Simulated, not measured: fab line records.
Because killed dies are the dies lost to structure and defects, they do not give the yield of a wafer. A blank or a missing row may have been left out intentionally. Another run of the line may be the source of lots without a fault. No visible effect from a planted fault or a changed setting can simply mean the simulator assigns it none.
fab line records    flow sky130
record lots=6  wafers=18  last_day=50
route steps=708 shown METAL2@483
lots with no fault: from the same line, run without faults
start_h: hours from the record's first day to the start of the lot's first wafer shown    wait_h: hours since the lot's step before    " repeats the value in the row above    L1.1+2: one row covering several wafers at once    - no value, or no start given    * or withheld: withheld    < > ~ a bound
route shown NAME@n: NAME is a module with steps in the file, n the number in the route of the first one    usual: the fault-free wafers' mean and standard deviation    same: alike in all rows    chamber/n: place in a boat    sites: per-site readings    _std_site: the standard deviation of these    _edge_site: inner sites' mean taken away from outer sites' mean    radius_mm: how far each site lies from the wafer's centre    mask NAME#n: copy n    behind: the last tool/chamber to shape the wafer    hold: what put the lot on hold/how long, in hours/how the hold closed    device: which transistor (n, p or np) failed to switch    end of line: at the end of the route, the tests of the same wafers    a step given without rows: its recipe and nothing more    killed: not the wafer's yield, but the dies lost to structure and defects at the first sort    map: the dies of a wafer, with x for killed, . for not killed, _ for no die there
set.NAME: the setting that was run; set.NAME@STEP: the one run at that earlier step    model.NAME: the simulator's own value behind a step, which no gauge read
lots seen at some steps along the route; tables by step, rows by wafer
services: a tool's chamber out of use, with start hour (start_h, from the record's first day; less than 0 if before it), hours out, and reason
## steps
# step SKY_METAL2_SPUTTER_00
# recipe material=Ti  target_thk_nm=15  power_w=3000  time_s=10  chamber_pressure_pa=0.4
# usual throttle_valve_pct=30.0/0.78
lot.wafer  tool            chamber  start_h  wait_h  throttle_valve_pct
L468.1     pvd_sputter-02  -        808.43   0.2     29.9
L468.3     "               -        "        "       30.8
L468.5     "               -        "        "       31.2
L481.2     pvd_sputter-02  -        917.05   0.2     31.3
L481.3     "               -        "        "       31.0
L481.5     "               -        "        "       30.8
L482.1     pvd_sputter-01  -        919.07   0.2     28.7
L482.2     "               -        "        "       29.9
L482.3     "               -        "        "       29.1
L486.3     pvd_sputter-02  -        941.99   0.1     29.8
L486.4     "               -        "        "       31.2
L486.6     "               -        "        "       29.8
L487.3     pvd_sputter-01  -        946.51   0.1     29.0
L487.5     "               -        "        "       30.3
L487.6     "               -        "        "       29.6
L488.1     pvd_sputter-02  -        955.42   0.2     30.7
L488.2     "               -        "        "       31.1
L488.6     "               -        "        "       31.1
# step SKY_METAL2_SPUTTER_01
# recipe material=TiN  target_thk_nm=20  power_w=6500  time_s=16.7  chamber_pressure_pa=0.4
# usual throttle_valve_pct=30.0/0.78
lot.wafer  tool            chamber  start_h  wait_h  throttle_valve_pct
L468.1     pvd_sputter-02  -        808.46   0.0     29.7
L468.3     "               -        "        "       30.7
L468.5     "               -        "        "       31.6
L481.2     pvd_sputter-02  -        917.08   0.0     31.3
L481.3     "               -        "        "       30.9
L481.5     "               -        "        "       30.9
L482.1     pvd_sputter-01  -        919.09   0.0     28.9
L482.2     "               -        "        "       30.2
L482.3     "               -        "        "       29.1
L486.3     pvd_sputter-02  -        942.01   0.0     29.9
L486.4     "               -        "        "       31.5
L486.6     "               -        "        "       29.5
L487.3     pvd_sputter-01  -        946.54   0.0     28.9
L487.5     "               -        "        "       30.0
L487.6     "               -        "        "       29.9
L488.1     pvd_sputter-02  -        955.45   0.0     31.0
L488.2     "               -        "        "       31.3
L488.6     "               -        "        "       31.2
# step SKY_METAL2_SPUTTER_02
# recipe material=AlCu  target_thk_nm=250  power_w=10600  time_s=13.3  chamber_pressure_pa=0.4
# usual throttle_valve_pct=30.0/0.78
lot.wafer  tool            chamber  start_h  wait_h  throttle_valve_pct
L468.1     pvd_sputter-02  -        808.48   0.0     30.0
L468.3     "               -        "        "       30.7
L468.5     "               -        "        "       31.2
L481.2     pvd_sputter-02  -        917.10   0.0     31.1
L481.3     "               -        "        "       30.8
L481.5     "               -        "        "       30.9
L482.1     pvd_sputter-01  -        919.12   0.0     28.9
L482.2     "               -        "        "       30.3
L482.3     "               -        "        "       28.9
L486.3     pvd_sputter-02  -        942.04   0.0     30.1
L486.4     "               -        "        "       31.6
L486.6     "               -        "        "       29.7
L487.3     pvd_sputter-01  -        946.56   0.0     29.2
L487.5     "               -        "        "       30.1
L487.6     "               -        "        "       29.5
L488.1     pvd_sputter-02  -        955.47   0.0     30.6
L488.2     "               -        "        "       31.3
L488.6     "               -        "        "       31.3
# step SKY_METAL2_SPUTTER_03
# recipe material=Ti  target_thk_nm=5  power_w=3000  time_s=3.3  chamber_pressure_pa=0.4
# usual throttle_valve_pct=30.0/0.78
lot.wafer  tool            chamber  start_h  wait_h  throttle_valve_pct
L468.1     pvd_sputter-02  -        808.51   0.0     30.0
L468.3     "               -        "        "       30.6
L468.5     "               -        "        "       31.4
L481.2     pvd_sputter-02  -        917.13   0.0     31.4
L481.3     "               -        "        "       30.6
L481.5     "               -        "        "       30.9
L482.1     pvd_sputter-01  -        919.14   0.0     28.6
L482.2     "               -        "        "       29.8
L482.3     "               -        "        "       28.9
L486.3     pvd_sputter-02  -        942.06   0.0     29.9
L486.4     "               -        "        "       31.2
L486.6     "               -        "        "       29.7
L487.3     pvd_sputter-01  -        946.59   0.0     29.3
L487.5     "               -        "        "       30.2
L487.6     "               -        "        "       29.7
L488.1     pvd_sputter-02  -        955.50   0.0     31.0
L488.2     "               -        "        "       31.5
L488.6     "               -        "        "       31.3
# step SKY_METAL2_SPUTTER_04
# recipe material=TiN  target_thk_nm=70  power_w=6500  time_s=58.3  chamber_pressure_pa=0.4
# usual throttle_valve_pct=30.0/0.76
lot.wafer  tool            chamber  start_h  wait_h  throttle_valve_pct
L468.1     pvd_sputter-02  -        808.53   0.0     30.1
L468.3     "               -        "        "       30.6
L468.5     "               -        "        "       31.2
L481.2     pvd_sputter-02  -        917.15   0.0     31.3
L481.3     "               -        "        "       30.5
L481.5     "               -        "        "       30.9
L482.1     pvd_sputter-01  -        919.16   0.0     29.0
L482.2     "               -        "        "       30.1
L482.3     "               -        "        "       29.0
L486.3     pvd_sputter-02  -        942.08   0.0     30.0
L486.4     "               -        "        "       31.3
L486.6     "               -        "        "       29.5
L487.3     pvd_sputter-01  -        946.60   0.0     29.2
L487.5     "               -        "        "       30.5
L487.6     "               -        "        "       29.7
L488.1     pvd_sputter-02  -        955.51   0.0     30.8
L488.2     "               -        "        "       31.0
L488.6     "               -        "        "       31.4
# step SKY_METAL2_RS_MEAS_05
# recipe thk_meas_gauge=four-point-probe  reads=TiN_of_METAL2_SPUTTER_04+Ti_of_METAL2_SPUTTER_03+AlCu_of_METAL2_SPUTTER_02+TiN_of_METAL2_SPUTTER_01+Ti_of_METAL2_SPUTTER_00
# usual METAL2_ALCU_RS=0.1270/0.0011
lot.wafer  tool           chamber  start_h  wait_h  METAL2_ALCU_RS[ohm/sq]
L468.1     film_metro-01  -        808.57   0.0     0.1260
L468.3     "              -        "        "       0.1272
L468.5     "              -        "        "       0.1276
L481.2     film_metro-01  -        917.21   0.0     0.1273
L481.3     "              -        "        "       0.1277
L481.5     "              -        "        "       0.1280
L482.1     film_metro-04  -        919.21   0.0     0.1254
L482.2     "              -        "        "       0.1275
L482.3     "              -        "        "       0.1271
L486.3     film_metro-01  -        942.17   0.1     0.1253
L486.4     "              -        "        "       0.1265
L486.6     "              -        "        "       0.1258
L487.3     film_metro-03  -        946.69   0.1     0.1263
L487.5     "              -        "        "       0.1262
L487.6     "              -        "        "       0.1267
L488.1     film_metro-01  -        955.56   0.0     0.1263
L488.2     "              -        "        "       0.1265
L488.6     "              -        "        "       0.1254
# step SKY_METAL2_THK_MEAS_06
# recipe thk_meas_gauge=xrf  reads=AlCu_of_METAL2_SPUTTER_02
# usual METAL2_ALCU_THK=244.0/2.8
lot.wafer  tool           chamber  start_h  wait_h  METAL2_ALCU_THK[nm]
L468.1     film_metro-01  -        808.69   0.1     247.5
L468.3     "              -        "        "       245.6
L468.5     "              -        "        "       244.1
L481.2     film_metro-01  -        917.32   0.1     244.7
L481.3     "              -        "        "       241.2
L481.5     "              -        "        "       243.8
L482.1     film_metro-04  -        919.33   0.1     245.2
L482.2     "              -        "        "       241.5
L482.3     "              -        "        "       241.4
L486.3     film_metro-01  -        942.27   0.1     248.4
L486.4     "              -        "        "       247.4
L486.6     "              -        "        "       247.9
L487.3     film_metro-03  -        946.79   0.1     244.9
L487.5     "              -        "        "       245.9
L487.6     "              -        "        "       244.3
L488.1     film_metro-01  -        955.68   0.1     247.4
L488.2     "              -        "        "       245.3
L488.6     "              -        "        "       246.1
# step SKY_METAL2_DEHYDRATE_07
# recipe temp_c=200  time_s=60
# step SKY_METAL2_HMDS_08
# recipe prime_time_s=60  prime_temp_c=120
# step SKY_METAL2_COAT_09
# recipe resist=BARC  temp_c=withheld  time_s=withheld  spin_rpm=3000  resist_thk_nm=60
# step SKY_METAL2_COAT_10
# recipe resist=KrF-thick  spin_rpm=3000  resist_thk_nm=450
# step SKY_METAL2_SOFTBAKE_11
# recipe temp_c=100  time_s=90  resist=KrF-thick
# step SKY_METAL2_EXPOSE_12
# recipe mask_id=MM2  na=0.8  source_shape=annular  sigma_inner=0.55  sigma_outer=0.85  target_cd_nm=140  dose_mj=28
# usual exposure_dose_mJ_cm2=27.995/0.029  focus_offset_nm=0.0/0.6  reticle_temp_C=23.01/0.1  sigma_outer=0.85/0
lot.wafer  tool            chamber  start_h  wait_h  mask   exposure_dose_mJ_cm2  focus_offset_nm  reticle_temp_C  sigma_outer
L468.1     krf_scanner-02  0        822.54   -       MM2#0  27.992                0.0              22.81           0.85
L468.3     "               0        "        "       MM2#0  28.023                0.1              22.94           0.85
L468.5     "               0        "        "       MM2#0  28.003                -0.1             23.08           0.85
L481.2     krf_scanner-02  -        929.74   -       MM2#0  -                     -                -               -
L481.3     "               -        "        "       MM2#0  -                     -                -               -
L481.5     "               -        "        "       MM2#0  -                     -                -               -
L482.1     krf_scanner-01  -        932.76   -       MM2#0  -                     -                -               -
L482.2     "               -        "        "       MM2#0  -                     -                -               -
L482.3     "               -        "        "       MM2#0  -                     -                -               -
L486.3     krf_scanner-01  0        954.91   -       MM2#0  27.930                -1.4             23.09           0.85
L486.4     "               0        "        "       MM2#0  27.996                -0.6             23.13           0.85
L486.6     "               0        "        "       MM2#0  27.969                -1.1             23.06           0.85
L487.3     krf_scanner-01  0        959.68   -       MM2#0  28.021                -0.1             22.97           0.85
L487.5     "               0        "        "       MM2#0  27.974                0.2              22.89           0.85
L487.6     "               0        "        "       MM2#0  28.006                0.5              22.92           0.85
L488.1     krf_scanner-01  0        966.82   -       MM2#0  27.968                0.4              23.18           0.85
L488.2     "               0        "        "       MM2#0  27.982                0.2              22.95           0.85
L488.6     "               0        "        "       MM2#0  28.028                0.2              23.10           0.85
# step SKY_METAL2_PEB_13
# recipe peb_temp_c=withheld  peb_time_s=withheld  resist=KrF-thick
## services
tool            chamber  start_h  hours  kind
krf_scanner-01  -        785.40   1.3    pm
krf_scanner-01  -        803.87   0.8    pm
krf_scanner-02  -        810.67   0.6    repair
krf_scanner-01  -        835.22   4.0    pm
pvd_sputter-02  -        857.42   0.7    repair
krf_scanner-02  -        869.76   0.8    pm
pvd_sputter-01  -        876.32   5.7    repair
krf_scanner-01  -        880.74   1.0    pm
krf_scanner-02  -        885.48   1.3    pm
pvd_sputter-02  -        913.96   2.0    repair
krf_scanner-02  -        915.50   3.9    repair
krf_scanner-02  -        931.76   1.0    pm
krf_scanner-02  -        932.72   2.6    repair
krf_scanner-01  -        961.26   1.3    pm
## key
first_sign step=SKY_METAL2_EXPOSE_12  reading=tool_record  direction=missing
effect none on later readings
met_at SKY_METAL2_EXPOSE_12
struck_wafers L481.2,L481.3,L481.5,L482.1,L482.2,L482.3
later_rows_left_out L481.2,L481.3,L481.5,L482.1,L482.2,L482.3
sort_left_out L481.2,L481.3,L481.5,L482.1,L482.2,L482.3
loop_trim step=SKY_METAL2_EXPOSE_12  setting=dose  lots=L482
onset_between 822.54 929.74
fault kind=skipped_step_whole  tool=krf_scanner-01,krf_scanner-02  chamber=-  onset_h=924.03  steps=SKY_METAL2_EXPOSE_12  scope=struck_lots_only
# sort_left_out: the simulated sort isn't trusted on such a fault, so these wafers' sort isn't shown, and their yield isn't known
# later_rows_left_out: the simulator's readings of these wafers behind a module that went badly wrong aren't trusted and aren't shown, but for the sort
# loop_trim: a control loop set the setting to another value than it would have without faults
